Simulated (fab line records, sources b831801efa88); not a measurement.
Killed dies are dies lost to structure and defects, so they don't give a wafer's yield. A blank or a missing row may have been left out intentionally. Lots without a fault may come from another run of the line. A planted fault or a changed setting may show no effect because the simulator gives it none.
Which tool is to blame?	flow gf180mcu	39 wafers from 13 lots sampled at 4 of the route's 602 steps

== WHAT THE GAUGES SHOWED, per wafer ==
GF_NSD_CD_MEAS_07 targets a cd of 400 nm. Usual: 401.4 nm for cd_nm, sd 2.3.
lot	measured	on	cd_nm (nm)	flag
L965	day 13 15:32	cd_sem-02	402.9 405.0 402.3	
L966	day 13 19:32	cd_sem-02	404.2 401.4 400.4	
L970	day 15 01:42	cd_sem-02	410.5 407.0 409.5	OFF
L971	day 15 09:00	cd_sem-02	410.4 410.3 410.6	OFF
L977	day 17 12:49	cd_sem-02	403.6 402.8 402.8	
L979	day 18 08:06	cd_sem-01	400.2 401.8 401.5	
L980	day 18 12:34	cd_sem-02	401.4 402.2 402.5	
L981	day 18 22:40	cd_sem-01	399.8 397.9 399.8	
L983	day 19 19:02	cd_sem-01	399.7 402.2 400.2	
L984	day 20 02:49	cd_sem-01	400.4 400.2 400.7	
L985	day 20 12:57	cd_sem-01	398.2 399.4 399.2	
L986	day 20 22:34	cd_sem-01	405.4 401.9 405.1	
L988	day 21 12:40	cd_sem-01	394.2 394.6 398.4	

GF_CONTACT_RS_MEAS_25: the measuring method here is four-point-probe. Usual: CONTACT_W_RS gives 0.379 ohm/sq (standard deviation 0.004).
lot	measured	on	CONTACT_W_RS (ohm/sq)	flag
L965	day 16 10:07	film_metro-01	0.379 0.373 0.381	
L966	day 16 14:59	film_metro-04	0.387 0.383 0.388	
L970	day 18 01:22	film_metro-02	0.374 0.382 0.373	
L971	day 18 09:16	film_metro-02	0.377 0.380 0.375	
L977	day 20 17:17	film_metro-04	0.372 0.380 0.376	
L979	day 21 12:46	film_metro-02	0.386 0.382 0.382	
L980	day 21 17:26	film_metro-01	0.382 0.379 0.382	
L981	day 22 02:22	film_metro-04	0.379 0.375 0.376	
L983	day 22 21:23	film_metro-01	0.375 0.384 0.382	
L984	day 23 05:40	film_metro-02	0.381 0.380 0.380	
L985	day 23 13:58	film_metro-04	0.387 0.381 0.383	
L986	day 24 00:05	film_metro-02	0.378 0.374 0.380	
L988	day 24 13:02	film_metro-02	0.384 0.379 0.383	

== EACH LOT AND THE TOOL THAT RAN IT (in order: tool; ch and the chambers of the sampled wafers; start) ==
lot	GF_POLY_GATE_ETCH_13	GF_NSD_DEVELOP_06
L965	rie_si-01 ch 0,1,3, day 9 09:11	litho_track-02 ch 0, day 13 15:23
L966	rie_si-01 ch 0,2, day 9 13:55	litho_track-01 ch 0, day 13 19:23
L970	rie_si-01 ch 0,2,3, day 10 16:20	litho_track-03 ch 0, day 15 01:34
L971	rie_si-02 ch 0,1,3, day 10 22:40	litho_track-03 ch 0, day 15 08:52
L977	rie_si-01 ch 1,3, day 12 20:52	litho_track-02 ch 0, day 17 12:40
L979	rie_si-02 ch 0,1,3, day 13 09:50	litho_track-03 ch 0, day 18 07:58
L980	rie_si-02 ch 0,1,3, day 13 14:05	litho_track-03 ch 0, day 18 12:25
L981	rie_si-01 ch 0,1, day 14 00:16	litho_track-01 ch 0, day 18 22:31
L983	rie_si-02 ch 0,1,3, day 14 16:28	litho_track-03 ch 0, day 19 18:53
L984	rie_si-01 ch 1,2,3, day 14 23:55	litho_track-01 ch 0, day 20 02:40
L985	rie_si-01 ch 0,1,2, day 15 10:02	litho_track-03 ch 0, day 20 12:48
L986	rie_si-01 ch 0,2,3, day 15 16:47	litho_track-03 ch 0, day 20 22:23
L988	rie_si-02 ch 0,2,3, day 16 05:02	litho_track-03 ch 0, day 21 12:24
- GF_POLY_GATE_ETCH_13: etches poly-Si in HBr/Cl2, stops on SiO2, target depth 198.5 nm, time 69.6 s.
- GF_NSD_DEVELOP_06: develop time 60 s.

== WHAT THE TOOLS THEMSELVES READ (means of the sampled wafers that have a number; where no wafer has one, the mark that the record gives instead) ==
GF_POLY_GATE_ETCH_13. Usual: drypump_motor_current_A 5.8 A, standard deviation 0.4; mfc_cl2_sccm 49.99 sccm, standard deviation 0.15; oes_product_au 0.988 a.u., standard deviation 0.0069; throttle_valve_pct 33.684 %, standard deviation 0.0098.
lot	tool	drypump_motor_current_A (A)	mfc_cl2_sccm (sccm)	oes_product_au (a.u.)	throttle_valve_pct (%)	flag
L965	rie_si-01	6.2	50.06	0.987	33.688	
L966	rie_si-01	5.9	50.12	0.985	33.686	
L970	rie_si-01	5.9	49.85	0.982	33.685	
L971	rie_si-02	6.0	50.05	0.987	33.679	
L977	rie_si-01	6.2	49.85	0.993	33.683	
L979	rie_si-02	6.0	49.79	0.982	33.682	
L980	rie_si-02	6.0	49.91	0.991	33.675	
L981	rie_si-01	6.2	49.97	0.991	33.677	
L983	rie_si-02	5.9	50.10	0.993	33.686	
L984	rie_si-01	5.8	49.87	0.987	33.683	
L985	rie_si-01	5.8	49.84	0.993	33.689	
L986	rie_si-01	5.9	50.02	0.982	33.684	
L988	rie_si-02	5.9	50.19	0.992	33.692	

== THE ANSWER, worked out from the rows above alone ==
Rule: a lot is off if the mean of its wafers that have a number lies more than 3 standard deviations from the usual mean. A lot without any number at a reading at which 4 lots or more have one is off too. Where the step has rows for the other lots, those lots are counted as sound. After the gauges, taken in route order, come the tools' own readings; for these a lot's mean is taken, as printed above. At the first step where some lot is off, the reading lying furthest off is the one used; lots without a number count as furthest.
Off, at GF_NSD_CD_MEAS_07 on cd_nm: L970, L971.
If a tool, at a process step before that reading, ran all the lots that are off and no sound lot after the first of them, it fits. Gauges at GF_NSD_CD_MEAS_07: tried the same way as those tools. Of those tried, none fits.

== WHAT WAS PUT IN BY THE SIMULATOR ==
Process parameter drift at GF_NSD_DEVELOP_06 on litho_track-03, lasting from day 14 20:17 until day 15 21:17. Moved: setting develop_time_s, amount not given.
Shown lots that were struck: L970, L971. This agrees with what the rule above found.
